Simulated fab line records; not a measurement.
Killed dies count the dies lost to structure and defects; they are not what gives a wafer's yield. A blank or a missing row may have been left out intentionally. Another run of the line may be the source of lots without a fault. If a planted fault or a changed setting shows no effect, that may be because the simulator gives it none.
fab line records	flow sky130
record lots=11	wafers=33	lastDay=50
route steps=708 shown SD_N@350 LI_CONTACT@376 PAD_OPEN@708
lots that met no fault: from a run of the same line without faults
startH: start of the lot's first displayed wafer, in hours after the record's first day	waitH: hours elapsed since this lot's preceding step	" identical to the entry in the row above	L1.1+2: one row covering several wafers at once	- no value present, or no start provided	* or withheld: withheld	< > ~ a bound
route shown NAME@n: a module of which the file shows steps, and the number in the route of the first	usual: mean/standard deviation taken from wafers without a fault	same: alike in all rows	chamber/n: place in a boat	sites: per-site readings	_std_site: standard deviation of those values	_edge_site: mean of outer sites minus mean of inner sites	radiusMm: for every site, how far away it sits from the centre of the wafer	mask NAME#n: copy n	behind: the most recent tool/chamber to have shaped the wafer	hold: cause of the lot's hold/its duration in hours/its outcome	device: names the non-switching transistor (n, p or np)	end of line: the route-end tests of the same wafers	a step given without rows: its recipe and nothing more	killed: dies lost to structure and defects at the first sort, not the wafer's yield	map: dies across one wafer; x = killed, . = not, _ = none there
set.NAME: the setting as run; set.NAME@STEP: as run at that earlier step	model.NAME: the simulator's own value behind a step, which no gauge read
the route's steps for a sample of lots (tables are steps, rows are wafers)
services: from which hour (startH, from the record's first day; less than 0 if before it) a tool's chamber was out of use, for how many hours, and why
## steps
# step SKY_SD_N_OVL_MEAS_08
# usual SD_N_OVL=-0.2/1.5
lot.wafer	tool	chamber	startH	waitH	SD_N_OVL[nm]
L297.1	overlay-02	-	696.95	0.1	-3.8
L297.5	"	-	"	"	-1.3
L297.6	"	-	"	"	-1.5
L301.2	overlay-01	-	730.57	0.1	0.0
L301.4	"	-	"	"	2.1
L301.6	"	-	"	"	-0.1
L302.1	overlay-01	-	738.79	0.1	-0.3
L302.5	"	-	"	"	1.8
L302.6	"	-	"	"	1.8
L303.2	overlay-01	-	746.89	0.1	2.1
L303.4	"	-	"	"	2.8
L303.5	"	-	"	"	4.5
L307.1	overlay-01	-	775.00	0.1	-1.2
L307.5	"	-	"	"	-2.1
L307.6	"	-	"	"	0.6
L308.1	overlay-02	-	785.00	0.1	-1.0
L308.3	"	-	"	"	-2.5
L308.6	"	-	"	"	-0.2
L311.1	overlay-02	-	802.15	0.1	-0.2
L311.2	"	-	"	"	-1.4
L311.4	"	-	"	"	-1.1
L312.1	overlay-02	-	808.94	0.1	2.5
L312.4	"	-	"	"	-0.4
L312.5	"	-	"	"	1.3
L313.1	overlay-02	-	811.75	0.1	0.0
L313.5	"	-	"	"	-0.9
L313.6	"	-	"	"	1.6
L314.2	overlay-02	-	823.05	0.1	-0.3
L314.4	"	-	"	"	-0.5
L314.5	"	-	"	"	-1.0
L315.3	overlay-02	-	826.81	0.1	-1.6
L315.4	"	-	"	"	-0.4
L315.5	"	-	"	"	-0.7
# step SKY_SD_N_RTA_14
# recipe tempC=1075	timeS=2	idleTempC=650	rampUpCPerS=150	rampDownCPerS=90	ambient=N2
# usual lampPowerPct=15.73/0.058	wafer_temp_C_max=1078.0/1.4
lot.wafer	tool	chamber	startH	waitH	lampPowerPct	wafer_temp_C_max
L297.1	rtpAnneal-02	0	697.50	0.0	15.70	1079.2
L297.5	"	0	"	"	15.76	1077.5
L297.6	"	0	"	"	15.71	1075.9
L301.2	rtpAnneal-01	0	731.12	0.0	15.70	1077.3
L301.4	"	0	"	"	15.72	1076.5
L301.6	"	0	"	"	15.70	1080.9
L302.1	rtpAnneal-02	0	739.38	0.0	15.72	1076.8
L302.5	"	0	"	"	15.65	1078.3
L302.6	"	0	"	"	15.76	1076.9
L303.2	rtpAnneal-01	0	747.44	0.0	15.69	1077.9
L303.4	"	0	"	"	15.63	1078.7
L303.5	"	0	"	"	15.74	1079.6
L307.1	rtpAnneal-01	0	775.54	0.0	15.84	1078.3
L307.5	"	0	"	"	15.70	1076.3
L307.6	"	0	"	"	15.82	1077.2
L308.1	rtpAnneal-02	0	785.54	0.0	15.74	1077.4
L308.3	"	0	"	"	15.72	1076.0
L308.6	"	0	"	"	15.67	1079.9
L311.1	rtpAnneal-01	0	802.72	0.0	15.71	1079.9
L311.2	"	0	"	"	15.75	1079.5
L311.4	"	0	"	"	15.85	1077.9
L312.1	rtpAnneal-02	0	809.49	0.0	15.86	1081.0
L312.4	"	0	"	"	15.73	1080.7
L312.5	"	0	"	"	15.64	1076.9
L313.1	rtpAnneal-01	0	812.30	0.0	15.76	1081.9
L313.5	"	0	"	"	15.78	1077.6
L313.6	"	0	"	"	15.84	1078.5
L314.2	rtpAnneal-02	0	823.60	0.0	15.72	1077.1
L314.4	"	0	"	"	15.68	1078.2
L314.5	"	0	"	"	15.76	1079.2
L315.3	rtpAnneal-01	0	827.37	0.0	15.74	1078.7
L315.4	"	0	"	"	15.72	1079.7
L315.5	"	0	"	"	15.80	1079.4
# step SKY_LI_CONTACT_ETCH_14
# recipe chemistry=N2/H2	target=BARC	ionEnergyEv=200	sourceW=500	biasW=100	pressureMtorr=30	n2FlowSccm=100	h2FlowSccm=200	stopOn=SiO2	timeS=45.9	targetDepthA=600
# usual chamberPressureMTorr=30.003/0.027	drypumpMotorCurrentA=5.9/0.43	n2FlowSccm=100.0/0.3	oesProductAu=0.855/0.0045	runLengthS=73.9/0.35	throttleValvePct=13.225/0.0087
lot.wafer	tool	chamber	startH	waitH	chamberPressureMTorr	drypumpMotorCurrentA	n2FlowSccm	oesProductAu	rfHoursCounterH	runLengthS	throttleValvePct
L297.1	rieDiel-03	1	727.63	0.0	30.046	6.3	100.6	0.860	12	74.2	13.227
L297.5	"	0	"	"	29.995	5.3	100.3	0.859	-	73.3	13.218
L297.6	"	3	"	"	29.992	6.5	99.9	0.853	-	73.9	13.200
L301.2	rieDiel-03	1	760.53	0.0	30.046	6.3	100.2	1.003	12	47.1	13.239
L301.4	"	2	"	"	30.015	5.7	99.7	0.991	-	47.3	13.243
L301.6	"	2	"	"	29.968	5.8	100.1	0.994	-	47.1	13.239
L302.1	rieDiel-03	2	768.08	0.0	29.967	5.8	99.8	1.010	22	47.3	13.242
L302.5	"	2	"	"	29.999	5.7	99.5	1.004	-	47.3	13.243
L302.6	"	1	"	"	30.000	6.3	99.6	1.016	-	47.1	13.251
L303.2	rieDiel-02	1	775.82	0.0	30.016	6.5	99.8	0.852	3	73.5	13.219
L303.4	"	3	"	"	30.032	5.2	99.7	0.856	4	74.2	13.223
L303.5	"	2	"	"	29.994	6.2	99.7	0.849	-	73.8	13.226
L307.1	rieDiel-04	0	802.79	0.0	30.002	5.9	100.1	0.864	1	74.7	13.209
L307.5	"	3	"	"	29.949	6.0	99.3	0.856	-	73.3	13.225
L307.6	"	0	"	"	30.038	5.9	100.3	0.856	-	74.1	13.218
L308.1	rieDiel-04	2	813.67	0.0	30.006	5.3	100.1	0.857	10	74.3	13.225
L308.3	"	1	"	"	30.025	6.1	99.4	0.857	4	74.0	13.203
L308.6	"	0	"	"	30.027	5.9	100.0	0.854	-	73.9	13.231
L311.1	rieDiel-02	2	828.82	0.0	30.066	6.3	100.2	0.854	3	73.9	13.230
L311.2	"	3	"	"	29.993	5.2	100.6	0.846	6	74.0	13.222
L311.4	"	0	"	"	30.024	5.9	100.2	0.861	11	74.5	13.217
L312.1	rieDiel-03	1	836.37	0.0	29.978	6.3	99.9	0.853	15	74.2	13.225
L312.4	"	3	"	"	30.028	6.5	99.5	0.856	29	73.7	13.220
L312.5	"	1	"	"	29.984	6.2	100.0	0.860	-	73.8	13.222
L313.1	rieDiel-04	0	839.04	0.0	30.011	5.9	99.6	0.857	2	74.2	13.217
L313.5	"	2	"	"	29.998	5.3	100.2	0.850	-	74.2	13.218
L313.6	"	1	"	"	29.962	6.1	100.0	0.853	-	73.9	13.222
L314.2	rieDiel-03	0	851.38	0.0	30.047	5.3	100.5	0.853	5	73.4	13.223
L314.4	"	2	"	"	30.029	5.7	100.2	0.850	-	74.0	13.234
L314.5	"	1	"	"	29.998	6.3	99.8	0.850	-	73.9	13.219
L315.3	rieDiel-04	1	854.92	0.0	30.006	6.1	99.9	0.856	5	74.2	13.208
L315.4	"	3	"	"	30.002	6.0	99.9	0.851	11	73.6	13.226
L315.5	"	3	"	"	30.009	6.0	99.8	0.844	-	73.3	13.236
# step SKY_LI_CONTACT_STRIP_16
# recipe chemistry=O2/N2	powerW=1400	pressureMtorr=1500	platenTempC=withheld	o2FlowSccm=3000	n2FlowSccm=300	overashFraction=0.5
# usual chamberPressureMTorr=1500.1/1.2	drypumpMotorCurrentA=5.5/0.44	n2FlowSccm=300.3/0.79	o2FlowSccm=3000/7.7	oesProductAu=0.376/0.0045	stripTimeToEndpointS=3.490/0.025
lot.wafer	tool	chamber	startH	waitH	chamberPressureMTorr	drypumpMotorCurrentA	n2FlowSccm	o2FlowSccm	oesProductAu	rfHoursCounterH	stripTimeToEndpointS
L297.1	plasmaAsher-02	0	727.76	-	1500.7	5.5	301.0	3003	0.374	88	3.458
L297.5	"	1	"	"	1501.4	4.7	299.4	3004	0.375	-	3.522
L297.6	"	0	"	"	1500.8	5.4	300.9	3005	0.371	-	3.478
L301.2	plasmaAsher-04	0	760.72	-	1500.8	5.4	299.5	2990	0.392	33	3.707
L301.4	"	0	"	"	1498.8	5.4	300.2	2987	0.386	-	3.751
L301.6	"	1	"	"	1503.9	5.8	300.0	2991	0.389	-	3.762
L302.1	plasmaAsher-02	0	768.21	-	1497.3	5.5	300.2	2999	0.389	92	3.749
L302.5	"	0	"	"	1500.9	5.5	300.6	2997	0.382	-	3.781
L302.6	"	1	"	"	1498.8	4.8	300.1	2992	0.385	-	3.747
L303.2	plasmaAsher-03	1	775.95	-	1499.0	5.3	299.7	2984	0.379	67	3.529
L303.4	"	0	"	"	1498.8	6.2	300.6	2999	0.388	-	3.514
L303.5	"	1	"	"	1499.8	5.4	299.8	2999	0.375	-	3.497
L307.1	plasmaAsher-04	1	802.92	-	1499.7	5.8	301.1	2998	0.381	39	3.476
L307.5	"	0	"	"	1499.9	5.4	299.5	2994	0.373	-	3.527
L307.6	"	1	"	"	1498.3	5.8	302.4	3002	0.379	-	3.491
L308.1	plasmaAsher-03	0	813.80	-	1499.2	6.2	302.2	2995	0.371	72	3.482
L308.3	"	1	"	"	1499.3	5.4	301.0	2994	0.374	-	3.511
L308.6	"	1	"	"	1500.3	5.3	300.9	3001	0.377	-	3.500
L311.1	plasmaAsher-02	0	828.95	-	1501.3	5.4	300.7	3008	0.374	100	3.486
L311.2	"	1	"	"	1502.8	4.8	300.1	2999	0.376	100	3.508
L311.4	"	0	"	"	1502.3	5.4	298.9	2993	0.377	-	3.498
L312.1	plasmaAsher-04	1	836.50	-	1498.9	5.8	299.9	3015	0.371	42	3.473
L312.4	"	0	"	"	1499.0	5.4	300.2	2999	0.379	-	3.471
L312.5	"	1	"	"	1499.1	5.8	299.5	3005	0.378	-	3.471
L313.1	plasmaAsher-03	1	839.16	-	1501.2	5.3	300.3	3002	0.380	75	3.481
L313.5	"	0	"	"	1499.3	6.2	299.8	3000	0.374	-	3.493
L313.6	"	1	"	"	1499.7	5.3	299.5	2996	0.379	-	3.466
L314.2	plasmaAsher-04	0	851.51	-	1498.9	5.4	301.7	3008	0.378	44	3.490
L314.4	"	0	"	"	1499.1	5.4	300.0	3003	0.375	-	3.485
L314.5	"	0	"	"	1500.2	5.4	302.7	3001	0.367	-	3.468
L315.3	plasmaAsher-03	0	855.08	-	1498.7	6.2	299.7	3014	0.373	-	3.457
L315.4	"	1	"	"	1499.6	5.3	300.2	3000	0.380	-	3.497
L315.5	"	0	"	"	1499.3	6.2	299.4	2999	0.375	-	3.487
# step SKY_LI_CONTACT_THK_MEAS_23
# recipe thkMeasGauge=xrf	reads=W_of_LI_CONTACT_CVD_21
# usual LI_CONTACT_W_THK=409/9.3
lot.wafer	tool	chamber	startH	waitH	LI_CONTACT_W_THK[nm]
L297.1	filmMetro-03	-	728.61	0.1	407
L297.5	"	-	"	"	424
L297.6	"	-	"	"	408
L301.2	filmMetro-04	-	761.41	0.1	416
L301.4	"	-	"	"	411
L301.6	"	-	"	"	406
L302.1	filmMetro-02	-	768.90	0.1	411
L302.5	"	-	"	"	415
L302.6	"	-	"	"	415
L303.2	filmMetro-04	-	776.64	0.1	402
L303.4	"	-	"	"	398
L303.5	"	-	"	"	395
L307.1	filmMetro-03	-	803.61	0.1	408
L307.5	"	-	"	"	412
L307.6	"	-	"	"	426
L308.1	filmMetro-03	-	814.49	0.1	433
L308.3	"	-	"	"	417
L308.6	"	-	"	"	425
L311.1	filmMetro-04	-	829.64	0.1	395
L311.2	"	-	"	"	401
L311.4	"	-	"	"	396
L312.1	filmMetro-02	-	837.18	0.1	426
L312.4	"	-	"	"	410
L312.5	"	-	"	"	422
L313.1	filmMetro-03	-	839.84	0.1	425
L313.5	"	-	"	"	410
L313.6	"	-	"	"	424
L314.2	filmMetro-04	-	852.20	0.1	403
L314.4	"	-	"	"	400
L314.5	"	-	"	"	399
L315.3	filmMetro-04	-	855.76	0.1	401
L315.4	"	-	"	"	402
L315.5	"	-	"	"	399
# step SKY_PAD_OPEN_PROBE_99
# usual killed_at_M0_to_M3=42/7.2	killed_at_M4_up=3.2/1.8	killedAtContacts=24/5.4	killedAtFrontEnd=15/4	killedAtOther=0.3/0.59	killedDies=84/9	killedOpen=46/7.1	killedShort=38/6
# same grossDies=492	killedAtBackSide=0
lot.wafer	tool	chamber	startH	waitH	killed_at_M0_to_M3	killed_at_M4_up	killedAtContacts	killedAtFrontEnd	killedAtOther	killedDies	killedOpen	killedShort
L301.2	prober-02	-	1137.97	0.1	45	3	29	12	2	91	45	46
L302.6	prober-01	-	1146.18	0.2	32	3	20	19	0	74	40	34
L303.2	prober-02	-	1154.67	0.1	34	4	24	15	1	78	36	41
L303.4	prober-02	-	1154.77	0.2	55	3	19	12	0	89	43	46
L303.5	prober-02	-	1154.82	0.2	53	2	24	21	0	100	57	43
L307.1	prober-02	-	1171.13	0.1	45	6	19	8	0	78	33	44
L307.5	prober-02	-	1171.33	0.2	49	4	21	15	1	90	45	45
L307.6	prober-02	-	1171.38	0.2	27	7	20	15	1	70	37	32
L314.2	prober-01	-	1197.32	0.1	47	2	22	13	0	84	51	33
L314.4	prober-01	-	1197.42	0.2	41	4	31	14	0	90	50	40
L314.5	prober-01	-	1197.47	0.2	35	2	20	11	1	69	41	28
# killed by level:class
L301.2 VIA3:geometricParticle:open=8 LI_CONTACT:geometricParticle:open=7 CONTACT:geometricParticle:open=7 CONTACT:geometricParticle:short=7 VIA1:geometricParticle:open=7 POLY_GATE:geometricParticle:short=6 METAL2:geometricParticle:short=6 VIA2:geometricParticle:open=6
L302.6 CONTACT:geometricParticle:open=10 VIA1:geometricParticle:open=9 FIELD_ISO:geometricParticle:short=6 VIA3:geometricParticle:open=6 LI_CONTACT:geometricParticle:open=5 METAL1:geometricParticle:short=5 POLY_GATE:geometricParticle:open=4 FIELD_ISO:geometricParticle:open=3
L303.2 VIA1:geometricParticle:open=8 POLY_GATE:geometricParticle:short=7 CONTACT:geometricParticle:short=6 CONTACT:geometricParticle:open=6 VIA1:geometricParticle:short=6 LI_CONTACT:geometricParticle:open=5 LOCAL_INTERCONNECT:geometricParticle:short=4 METAL1:geometricParticle:short=4
L303.4 VIA1:geometricParticle:open=19 METAL1:geometricParticle:short=6 METAL2:geometricParticle:short=5 CONTACT:geometricParticle:open=5 CONTACT:geometricParticle:short=5 VIA1:geometricParticle:short=5 VIA2:geometricParticle:open=5 LI_CONTACT:geometricParticle:open=4
L303.5 VIA1:geometricParticle:open=17 VIA1:geometricParticle:short=8 POLY_GATE:geometricParticle:short=7 FIELD_ISO:geometricParticle:open=6 LI_CONTACT:geometricParticle:open=6 LOCAL_INTERCONNECT:geometricParticle:short=6 VIA2:geometricParticle:open=5 CONTACT:geometricParticle:short=5
L307.1 VIA1:geometricParticle:open=11 CONTACT:geometricParticle:open=7 VIA2:geometricParticle:open=7 METAL1:geometricParticle:short=6 VIA2:geometricParticle:short=6 METAL2:geometricParticle:short=6 CONTACT:geometricParticle:short=5 METAL4:geometricParticle:short=5
L307.5 METAL2:geometricParticle:short=12 CONTACT:geometricParticle:open=9 VIA1:geometricParticle:open=9 CONTACT:geometricParticle:short=8 VIA3:geometricParticle:open=7 POLY_GATE:geometricParticle:short=6 VIA2:geometricParticle:open=6 FIELD_ISO:geometricParticle:open=3
L307.6 LI_CONTACT:geometricParticle:open=8 VIA1:geometricParticle:open=6 LOCAL_INTERCONNECT:geometricParticle:short=5 CONTACT:geometricParticle:open=5 VIA3:geometricParticle:short=5 POLY_GATE:geometricParticle:short=4 VIA3:geometricParticle:open=4 VIA1:geometricParticle:short=3
L314.2 CONTACT:geometricParticle:open=10 VIA2:geometricParticle:open=10 VIA1:geometricParticle:open=10 VIA3:geometricParticle:open=7 LI_CONTACT:geometricParticle:open=6 METAL2:geometricParticle:short=6 VIA1:geometricParticle:short=5 FIELD_ISO:geometricParticle:open=3
L314.4 CONTACT:geometricParticle:open=11 VIA1:geometricParticle:open=9 LI_CONTACT:geometricParticle:open=8 FIELD_ISO:geometricParticle:short=7 VIA2:geometricParticle:open=7 VIA3:geometricParticle:open=6 CONTACT:geometricParticle:short=5 METAL2:geometricParticle:short=5
L314.5 CONTACT:geometricParticle:open=10 VIA2:geometricParticle:short=8 FIELD_ISO:geometricParticle:open=6 VIA1:geometricParticle:open=6 METAL2:geometricParticle:short=4 LI_CONTACT:geometricParticle:open=4 VIA2:geometricParticle:open=4 FIELD_ISO:geometricParticle:short=3
## services
tool	chamber	startH	hours	kind
rieDiel-03	0	684.41	11.8	repair
rieDiel-04	2	689.74	10.1	repair
rieDiel-02	2	696.59	-	clean
rieDiel-02	2	696.59	22.0	scheduledDown
rieDiel-02	2	696.59	22.0	ventCycle
plasmaAsher-02	-	717.55	2.3	repair
rieDiel-04	0	732.57	-	clean
rieDiel-04	0	732.57	24.5	scheduledDown
rieDiel-04	0	732.57	24.5	ventCycle
rieDiel-04	3	734.18	3.0	repair
rieDiel-03	3	755.81	12.8	repair
rieDiel-03	0	756.05	4.8	repair
rieDiel-03	2	772.57	9.7	repair
rieDiel-03	3	782.22	5.8	repair
rieDiel-03	0	802.44	6.3	repair
rieDiel-03	-	807.39	2.8	pm
rieDiel-04	2	831.54	3.5	repair
rieDiel-02	1	832.84	94.7	repair
rieDiel-04	3	833.10	2.9	repair
rieDiel-03	3	843.72	-	clean
rieDiel-03	3	843.72	22.1	scheduledDown
rieDiel-03	3	843.72	22.1	ventCycle
## key
firstSign step=SKY_LI_CONTACT_ETCH_14	reading=runLengthS	direction=down	sigmas=78	usual=*	struck=*
effect step=SKY_LI_CONTACT_ETCH_14	reading=oesProductAu	direction=up	sigmas=33	usual=0.855	struck=1.003
effect step=SKY_LI_CONTACT_STRIP_16	reading=stripTimeToEndpointS	direction=up	sigmas=11	usual=*	struck=*
metAt SKY_LI_CONTACT_ETCH_14
struckLots L301,L302
testerLeftOut L301,L302
notActingAt SKY_SD_N_OVL_MEAS_08,SKY_SD_N_RTA_14,SKY_LI_CONTACT_THK_MEAS_23
onsetBetween 727.63 760.53
fault kind=processParameterDrift	tool=rieDiel-03	chamber=-	onsetH=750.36	steps=SKY_LI_CONTACT_ETCH_14	channel=timeS	offset=*	shape=step	endH=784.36	actsIn=*	stated=*
# testerLeftOut: of these lots the tester's yield and bins aren't shown, on N5 and GAA mostly nor the transistor test; their killed dies are dies lost to structure and defects alone, not to doping, threshold or leakage, so they don't give the yield
